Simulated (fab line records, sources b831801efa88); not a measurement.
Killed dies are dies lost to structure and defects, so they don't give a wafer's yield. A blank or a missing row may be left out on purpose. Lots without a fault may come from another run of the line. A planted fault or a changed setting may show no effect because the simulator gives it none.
fab line records | flow sfq_line
record lots=7 wafers=21 last_day=91
route steps=325 shown L0V@27 M0@28 I0@43
lots that met no fault: from a run of the same line without faults
start_h: hours from the record's first day to the start of the lot's first wafer shown | wait_h: hours since the lot's step before | " the same as in the row above | L1.1+2: a row that stands for several wafers | - no value, or no start given | * or withheld: withheld | < > ~ a bound
route shown NAME@n: a module of which the file shows steps, and the number in the route of the first | usual: mean/standard deviation of fault-free wafers | same: alike in all rows | chamber/n: place in a boat | sites: the reading at each site | _std_site: their standard deviation | _edge_site: outer sites' mean less inner sites' | radius_mm: how far each site lies from the wafer's centre | mask NAME#n: copy n | behind: the tool/chamber that last shaped the wafer | hold: why the lot was held/for how many hours/how that ended | device: the transistor (n, p or np) that didn't switch | end of line: the same wafers' tests at the end of the route | a step without rows: its recipe alone | killed: dies lost to structure and defects at the first sort, not the wafer's yield | map: a wafer's dies, x killed, . not, _ none there
set.NAME: the setting as run; set.NAME@STEP: as run at that earlier step | model.NAME: the simulator's own value behind a step, which no gauge read
lots at some steps of the route; a table a step, a row a wafer
services: from which hour (start_h, from the record's first day; less than 0 if before it) a tool's chamber was out of use, for how many hours, and why
## steps
# step SFQ_TRILAYER_L0_VIA_STRIP_SOLV_CLEAN_018
# recipe chemistry=NMP temp_c=70 time_s=600
# step SFQ_TRILAYER_M0_DEP_PRE_CLEAN_020
# recipe gas=Ar time_s=15 bias_v=250
# step SFQ_TRILAYER_M0_DEP_SPUTTER_019
# recipe material=Nb base_pressure_pa=1.33e-06 chamber_pressure_pa=0.1333 substrate_temp_c=20 resputter_cathode_voltage_v=400 target_thk_nm=200 power_w=2000 time_s=133.3
# usual throttle_valve_pct=30.5/1.1
# columns lot.wafer tool chamber start_h wait_h throttle_valve_pct
L815.1 pvd_sputter-05 - 204.71 0.0 31.7
L815.2 " - " " 32.0
L815.4 " - " " 30.8
L823.1 pvd_sputter-04 - 241.13 0.0 31.1
L823.4 " - " " 29.3
L823.6 " - " " 29.4
L824.3 pvd_sputter-05 - 248.33 0.0 31.8
L824.5 " - " " 31.5
L824.6 " - " " 31.9
L828.3 pvd_sputter-04 - 279.48 0.0 30.7
L828.4 " - " " 27.9
L828.6 " - " " 31.0
L829.1 pvd_sputter-03 - 286.68 0.0 30.3
L829.4 " - " " 31.3
L829.6 " - " " 31.2
L830.1 pvd_sputter-04 - 293.88 0.0 29.0
L830.2 " - " " 28.1
L830.5 " - " " 31.1
L836.2 pvd_sputter-04 - 347.62 0.0 31.1
L836.3 " - " " 29.3
L836.4 " - " " 30.7
# step SFQ_M0_RS_MEAS_904
# recipe thk_meas_gauge=four-point-probe reads=Nb_of_TRILAYER_M0_DEP_SPUTTER_019
# usual M0_NB_RS=0.891/0.0078
# columns lot.wafer tool chamber start_h wait_h M0_NB_RS[ohm/sq]
L815.1 film_metro-01 - 204.80 0.0 0.878
L815.2 " - " " 0.876
L815.4 " - " " 0.880
L823.1 film_metro-01 - 241.23 0.0 0.895
L823.4 " - " " 0.895
L823.6 " - " " 0.889
L824.3 film_metro-01 - 248.47 0.1 0.894
L824.5 " - " " 0.897
L824.6 " - " " 0.890
L828.3 film_metro-01 - 279.62 0.1 0.900
L828.4 " - " " 0.908
L828.6 " - " " 0.903
L829.1 film_metro-03 - 286.78 0.0 0.878
L829.4 " - " " 0.890
L829.6 " - " " 0.886
L830.1 film_metro-03 - 293.98 0.0 0.900
L830.2 " - " " 0.904
L830.5 " - " " 0.897
L836.2 film_metro-04 - 347.73 0.1 0.896
L836.3 " - " " 0.897
L836.4 " - " " 0.895
# step SFQ_TRILAYER_M0_LITHO_COAT_026
# recipe resist=BARC spin_rpm=3000 resist_thk_nm=62
# step SFQ_TRILAYER_M0_LITHO_COAT_021
# recipe resist=KrF spin_rpm=3000 resist_thk_nm=600
# step SFQ_TRILAYER_M0_LITHO_SOFTBAKE_025
# recipe temp_c=withheld time_s=withheld resist=KrF
# step SFQ_TRILAYER_M0_LITHO_EXPOSE_022
# recipe mask_id=M0 na=0.6 source_shape=conventional sigma_outer=0.65 target_cd_nm=500 dose_mj=14.4
# step SFQ_TRILAYER_M0_LITHO_PEB_024
# recipe peb_temp_c=115 peb_time_s=60 resist=KrF
# step SFQ_TRILAYER_M0_LITHO_DEVELOP_023
# recipe time_s=60 resist=KrF
# step SFQ_M0_OVL_MEAS_906
# usual M0_OVL=1/5.5
# columns lot.wafer tool chamber start_h wait_h M0_OVL[nm]
L815.1 overlay-02 - 321.89 0.1 7
L815.2 " - " " 4
L815.4 " - " " 12
L823.1 overlay-02 - 341.09 0.1 5
L823.4 " - " " 0
L823.6 " - " " -3
L824.3 overlay-02 - 342.30 0.1 2
L824.5 " - " " 5
L824.6 " - " " 6
L828.3 overlay-02 - 402.03 0.1 0
L828.4 " - " " 8
L828.6 " - " " 1
L829.1 overlay-01 - 411.62 0.1 -4
L829.4 " - " " -3
L829.6 " - " " 0
L830.1 overlay-01 - 423.62 0.1 -9
L830.2 " - " " -8
L830.5 " - " " -8
L836.2 overlay-02 - 492.98 0.1 7
L836.3 " - " " 6
L836.4 " - " " -1
# step SFQ_TRILAYER_M0_BARC_OPEN_METAL_ETCH_031
# recipe mask_material=PR chemistry=O2 target_depth_nm=125 target=BARC icp_w=600 bias_w=80 pressure_mtorr=10 time_s=41.7
# usual bias_w=80.00/0.25 chamber_pressure_mTorr=10.000/0.0098 drypump_motor_current_A=5.8/0.5 oes_product_au=0.685/0.0048
# columns lot.wafer tool chamber start_h wait_h bias_w chamber_pressure_mTorr drypump_motor_current_A oes_product_au rf_hours_counter_h model.KrF_of_TRILAYER_M0_LITHO_COAT_021.thk_nm
L815.1 rie_metal-04 1 321.92 0.0 79.65 10.000 6.2 0.688 150 521.4
L815.2 " 0 " " 79.52 9.991 6.1 0.694 41 520.4
L815.4 " 1 " " 79.86 9.995 6.2 0.682 - 523.7
L823.1 rie_metal-03 0 341.12 0.0 79.81 9.982 5.5 0.682 11 520.9
L823.4 " 1 " " 80.35 10.003 5.2 0.679 - 522.3
L823.6 " 0 " " 79.54 10.000 5.5 0.680 - 521
L824.3 rie_metal-02 0 342.34 0.0 79.66 10.006 6.3 0.679 - 524
L824.5 " 0 " " 79.86 10.001 6.3 0.692 - 522
L824.6 " 1 " " 79.76 9.986 5.0 0.688 - 523.1
L828.3 rie_metal-04 1 402.08 0.0 - - - - - 573.3
L828.4 " 0 " " - - - - - 575.6
L828.6 " 0 " " - - - - - 575.5
L829.1 rie_metal-02 1 411.66 0.0 - - - - - 576.7
L829.4 " 1 " " - - - - - 578.2
L829.6 " 0 " " - - - - - 579.3
L830.1 rie_metal-04 0 423.66 0.0 - - - - - 576.9
L830.2 " 0 " " - - - - - 574.2
L830.5 " 0 " " - - - - - 575.8
L836.2 rie_metal-03 0 493.01 0.0 80.16 9.983 5.5 0.678 31 524.4
L836.3 " 0 " " 80.43 10.003 5.5 0.679 - 522.7
L836.4 " 1 " " 80.08 10.009 5.3 0.686 - 523.7
# step SFQ_TRILAYER_M0_ETCH_METAL_ETCH_024
# recipe target=Nb stop_on=SiO2 mask_material=PR chemistry=Cl2/Ar target_depth_nm=240 icp_w=600 bias_w=80 pressure_mtorr=10.49 time_s=120
# usual bias_w=79.97/0.24 chamber_pressure_mTorr=10.489/0.01 drypump_motor_current_A=5.8/0.49 oes_product_au=0.893/0.006
# columns lot.wafer tool chamber start_h wait_h bias_w chamber_pressure_mTorr drypump_motor_current_A oes_product_au rf_hours_counter_h model.KrF_of_TRILAYER_M0_LITHO_COAT_021.thk_nm
L815.1 rie_metal-04 1 321.98 0.0 80.06 10.490 6.2 0.901 150 377.2
L815.2 " 0 " " 79.90 10.497 6.2 0.906 41 377.1
L815.4 " 1 " " 79.88 10.477 6.2 0.905 - 381.2
L823.1 rie_metal-03 0 341.18 0.0 79.91 10.475 5.5 0.888 11 379.8
L823.4 " 1 " " 80.06 10.493 5.2 0.885 - 383.1
L823.6 " 0 " " 79.99 10.480 5.5 0.895 - 381.1
L824.3 rie_metal-02 0 342.42 0.1 79.45 10.492 6.3 0.886 - 382.8
L824.5 " 0 " " 79.74 10.496 6.3 0.894 - 380.8
L824.6 " 1 " " 79.58 10.494 5.1 0.890 - 380.1
L828.3 rie_metal-04 1 402.16 0.1 80.44 10.478 6.2 0.380 - 429.2
L828.4 " 0 " " 80.20 10.481 6.2 0.379 - 431.2
L828.6 " 0 " " 79.70 10.497 6.2 0.377 - 431.5
L829.1 rie_metal-02 1 411.74 0.1 79.76 10.491 5.0 0.370 22 433.4
L829.4 " 1 " " 80.19 10.500 5.1 0.380 - 435
L829.6 " 0 " " 79.85 10.484 6.3 0.376 - 436.6
L830.1 rie_metal-04 0 423.78 0.1 80.03 10.466 6.1 0.373 55 433.6
L830.2 " 0 " " 79.17 10.500 6.2 0.369 - 430.2
L830.5 " 0 " " 79.39 10.487 6.2 0.378 - 432.4
L836.2 rie_metal-03 0 493.07 0.0 79.93 10.483 5.4 0.893 31 384.2
L836.3 " 0 " " 80.49 10.502 5.5 0.889 - 382.3
L836.4 " 1 " " 79.73 10.498 5.3 0.896 - 383.5
# step SFQ_TRILAYER_M0_STRIP_STRIP_025
# recipe gas=O2 power_w=200 platen_temp_c=40 overash_fraction=0.65 chemistry=O2 pressure_mtorr=50
# usual drypump_motor_current_A=5.8/0.5 oes_product_au=1.002/0.0087
# same overash_fraction=0.65
# columns lot.wafer tool chamber start_h wait_h drypump_motor_current_A oes_product_au rf_hours_counter_h
L815.1 rie_metal-04 1 322.11 0.1 6.3 1.008 150
L815.2 " 0 " " 6.2 1.008 41
L815.4 " 1 " " 6.2 1.006 -
L823.1 rie_metal-03 0 341.31 0.1 5.5 0.982 12
L823.4 " 1 " " 5.3 0.981 -
L823.6 " 0 " " 5.5 1.002 -
L824.3 rie_metal-02 0 342.71 0.2 6.3 1.009 -
L824.5 " 0 " " 6.3 1.010 -
L824.6 " 1 " " 5.1 1.008 -
L828.3 rie_metal-04 1 402.44 0.2 6.2 0.998 -
L828.4 " 0 " " 6.2 1.011 -
L828.6 " 0 " " 6.1 1.014 -
L829.1 rie_metal-02 1 411.90 0.1 5.1 1.002 22
L829.4 " 1 " " 5.1 1.006 -
L829.6 " 0 " " 6.3 0.995 -
L830.1 rie_metal-04 0 424.03 0.2 6.1 1.002 55
L830.2 " 0 " " 6.2 1.001 -
L830.5 " 0 " " 6.2 0.995 -
L836.2 rie_metal-03 0 493.19 0.1 5.5 0.997 31
L836.3 " 0 " " 5.5 0.993 -
L836.4 " 1 " " 5.3 0.998 -
# step SFQ_TRILAYER_M0_STRIP_SOLV_CLEAN_026
# recipe chemistry=NMP temp_c=70 time_s=600
# step SFQ_TRILAYER_I0_DEP_PECVD_027
# recipe material=SiO2 temp_c=150 time_s=111.11 pressure_torr=2.4 rf_w=183.3 precursor=SiH4/N2O target_thk_nm=500
# usual heater_power_w=86/6.6 throttle_valve_pct=24.8/1.2
# columns lot.wafer tool chamber start_h wait_h heater_power_w throttle_valve_pct
L815.1 pecvd-02 2 322.88 0.0 84 24.3
L815.2 " 0 " " 84 24.3
L815.4 " 1 " " 88 26.1
L823.1 pecvd-01 2 342.10 0.0 89 25.7
L823.4 " 1 " " 91 24.8
L823.6 " 2 " " 73 25.7
L824.3 pecvd-03 2 343.30 0.0 95 22.3
L824.5 " 1 " " 90 24.5
L824.6 " 0 " " 91 23.3
L828.3 pecvd-03 0 403.02 0.0 88 23.5
L828.4 " 2 " " 86 22.4
L828.6 " 0 " " 87 23.7
L829.1 pecvd-01 2 412.88 0.0 85 25.9
L829.4 " 0 " " 95 26.3
L829.6 " 1 " " 100 25.2
L830.1 pecvd-02 0 425.40 0.0 76 24.7
L830.2 " 2 " " 85 24.9
L830.5 " 2 " " 88 24.8
L836.2 pecvd-02 1 493.97 0.0 92 26.1
L836.3 " 2 " " 85 25.4
L836.4 " 1 " " 77 26.7
# step SFQ_TRILAYER_I0_CMP_CMP_028
# recipe material=SiO2 down_force_psi=3 platen_rpm=60 pad_velocity_m_s=0.94248
# usual motor_current_A=10.7/1.1 time_to_endpoint_s=218/7.9
# columns lot.wafer tool chamber start_h wait_h motor_current_A time_to_endpoint_s
L815.2 cmp-01 2 322.96 0.0 8.8 219
L815.4 " 0 323.96 1.0 11.9 239
L815.1 " 1 " " 9.5 220
L823.1 cmp-02 3 345.78 3.6 10.3 207
L823.4 " 1 346.78 4.6 9.9 216
L823.6 " 3 347.78 5.6 11.4 220
L824.3 cmp-02 3 349.28 5.9 10.9 206
L824.6 " 2 350.78 7.4 10.5 208
L824.5 " 3 " " 11.4 216
L828.4 cmp-02 3 403.10 0.0 11.6 227
L828.3 " 0 " " 11.8 223
L828.6 " 3 405.10 2.0 11.4 217
L829.4 cmp-02 1 413.46 0.5 9.8 227
L829.1 " 3 414.46 1.5 11.3 226
L829.6 " 0 " " 11.1 216
L830.1 cmp-02 3 425.48 0.0 11.2 214
L830.2 " 1 426.48 1.0 10.4 212
L830.5 " 3 427.48 2.0 11.1 227
L836.4 cmp-01 0 497.67 3.6 11.6 222
L836.2 " 2 498.67 4.7 9.4 205
L836.3 " 3 " " 11.9 210
# step SFQ_I0_BOW_MEAS_907
# recipe mode=bow
# usual I0_BOW=1/6.8
# columns lot.wafer tool chamber start_h wait_h I0_BOW[um]
L815.1 film_metro-01 - 325.96 1.0 7
L815.2 " - " " -5
L815.4 " - " " 6
L823.1 film_metro-02 - 348.78 2.5 3
L823.4 " - " " 11
L823.6 " - " " 0
L824.3 film_metro-02 - 351.82 2.0 9
L824.5 " - " " 3
L824.6 " - " " 1
L828.3 film_metro-04 - 406.14 2.0 6
L828.4 " - " " -4
L828.6 " - " " -1
L829.1 film_metro-04 - 415.96 1.0 1
L829.4 " - " " 6
L829.6 " - " " 1
L830.1 film_metro-01 - 428.48 2.5 -9
L830.2 " - " " 18
L830.5 " - " " 2
L836.2 film_metro-01 - 500.69 1.5 3
L836.3 " - " " 1
L836.4 " - " " 5
# step SFQ_TRILAYER_I0_METRO_MEASURE_029
# usual thk_nm=200.4/1.1
# columns lot.wafer tool chamber start_h wait_h thk_nm
L815.1 film_metro-01 - 326.08 0.1 202.3
L815.2 " - " " 201.3
L815.4 " - " " 202.1
L823.1 film_metro-02 - 348.90 0.1 199.6
L823.4 " - " " 198.8
L823.6 " - " " 199.5
L824.3 film_metro-02 - 352.30 0.5 199.7
L824.5 " - " " 201.0
L824.6 " - " " 198.5
L828.3 film_metro-04 - 406.62 0.5 201.6
L828.4 " - " " 200.9
L828.6 " - " " 201.9
L829.1 film_metro-04 - 416.08 0.1 201.2
L829.4 " - " " 200.5
L829.6 " - " " 200.2
L830.1 film_metro-01 - 428.60 0.1 200.5
L830.2 " - " " 199.6
L830.5 " - " " 201.1
L836.2 film_metro-01 - 500.99 0.3 200.7
L836.3 " - " " 199.4
L836.4 " - " " 200.9
# step SFQ_TRILAYER_I0_VIA_LITHO_COAT_036
# recipe resist=BARC spin_rpm=3000 resist_thk_nm=62
# step SFQ_TRILAYER_I0_VIA_LITHO_COAT_031
# recipe resist=KrF spin_rpm=3000 resist_thk_nm=650
# step SFQ_TRILAYER_I0_VIA_LITHO_SOFTBAKE_035
# recipe temp_c=withheld time_s=withheld resist=KrF
# step SFQ_TRILAYER_I0_VIA_LITHO_EXPOSE_032
# recipe mask_id=I0 na=0.6 source_shape=conventional sigma_outer=0.65 target_cd_nm=500 dose_mj=21.5
# usual exposure_dose_mJ_cm2=21.500/0.02 focus_offset_nm=-0.1/0.47
# columns lot.wafer tool chamber start_h wait_h mask exposure_dose_mJ_cm2 focus_offset_nm
L815.1 krf_scanner-01 0 462.55 - I0#0 21.512 -1.0
L815.2 " 0 " " I0#0 21.524 0.5
L815.4 " 0 " " I0#0 21.502 0.5
L823.1 krf_scanner-02 0 493.87 - I0#0 21.492 0.7
L823.4 " 0 " " I0#0 21.481 0.2
L823.6 " 0 " " I0#0 21.484 0.5
L824.3 krf_scanner-02 0 500.27 - I0#0 21.481 -1.2
L824.5 " 0 " " I0#0 21.497 -0.5
L824.6 " 0 " " I0#0 21.466 -0.7
L828.3 krf_scanner-01 - 559.20 - I0#0 - -
L828.4 " - " " I0#0 - -
L828.6 " - " " I0#0 - -
L829.1 krf_scanner-02 - 569.02 - I0#0 - -
L829.4 " - " " I0#0 - -
L829.6 " - " " I0#0 - -
L830.1 krf_scanner-02 - 581.02 - I0#0 - -
L830.2 " - " " I0#0 - -
L830.5 " - " " I0#0 - -
L836.2 krf_scanner-02 0 649.81 - I0#0 21.464 -0.3
L836.3 " 0 " " I0#0 21.491 -0.2
L836.4 " 0 " " I0#0 21.495 -1.1
# step SFQ_TRILAYER_I0_VIA_LITHO_PEB_034
# recipe peb_temp_c=115 peb_time_s=60 resist=KrF
## services
# columns tool chamber start_h hours kind
cmp-02 - 184.09 0.2 repair
cmp-02 - 193.08 2.8 repair
krf_scanner-02 - 215.49 0.8 pm
rie_metal-03 - 241.87 0.2 repair
rie_metal-02 1 248.22 7.3 repair
cmp-02 - 259.75 2.3 repair
krf_scanner-02 - 261.34 1.3 pm
cmp-02 - 265.66 10.2 repair
krf_scanner-02 - 269.96 1.0 pm
cmp-02 - 295.35 2.2 repair
rie_metal-04 1 356.45 7.3 repair
rie_metal-02 - 370.97 0.1 repair
rie_metal-04 0 372.34 1.0 repair
rie_metal-02 1 380.56 1.4 repair
krf_scanner-02 - 382.46 0.8 pm
cmp-02 - 406.68 4.0 pm
cmp-02 - 408.53 2.4 repair
krf_scanner-02 - 423.32 3.6 pm
krf_scanner-02 - 436.23 1.3 pm
rie_metal-04 - 438.10 2.8 pm
rie_metal-02 - 474.70 2.8 pm
rie_metal-04 - 599.17 0.8 repair
rie_metal-04 - 602.17 0.3 repair
rie_metal-02 - 641.13 10.0 pm
## key
first_sign step=SFQ_TRILAYER_M0_BARC_OPEN_METAL_ETCH_031 reading=tool_record direction=missing
effect step=SFQ_TRILAYER_M0_ETCH_METAL_ETCH_024 reading=oes_product_au direction=down sigmas=87 usual=0.893 struck=0.376
effect step=SFQ_TRILAYER_I0_VIA_LITHO_EXPOSE_032 reading=tool_record direction=missing
model_effect step=SFQ_TRILAYER_M0_BARC_OPEN_METAL_ETCH_031 value=KrF_of_TRILAYER_M0_LITHO_COAT_021.thk_nm without=524 struck=576.2
model_effect step=SFQ_TRILAYER_M0_ETCH_METAL_ETCH_024 value=KrF_of_TRILAYER_M0_LITHO_COAT_021.thk_nm without=380.4 struck=432.6
met_at SFQ_TRILAYER_M0_BARC_OPEN_METAL_ETCH_031
struck_wafers L828.3,L828.4,L828.6,L829.1,L829.4,L829.6,L830.1,L830.2,L830.5
onset_between 342.34 402.08
fault kind=skipped_step_whole tool=rie_metal-02,rie_metal-04 chamber=- onset_h=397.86 steps=SFQ_TRILAYER_M0_BARC_OPEN_METAL_ETCH_031 scope=struck_lots_only
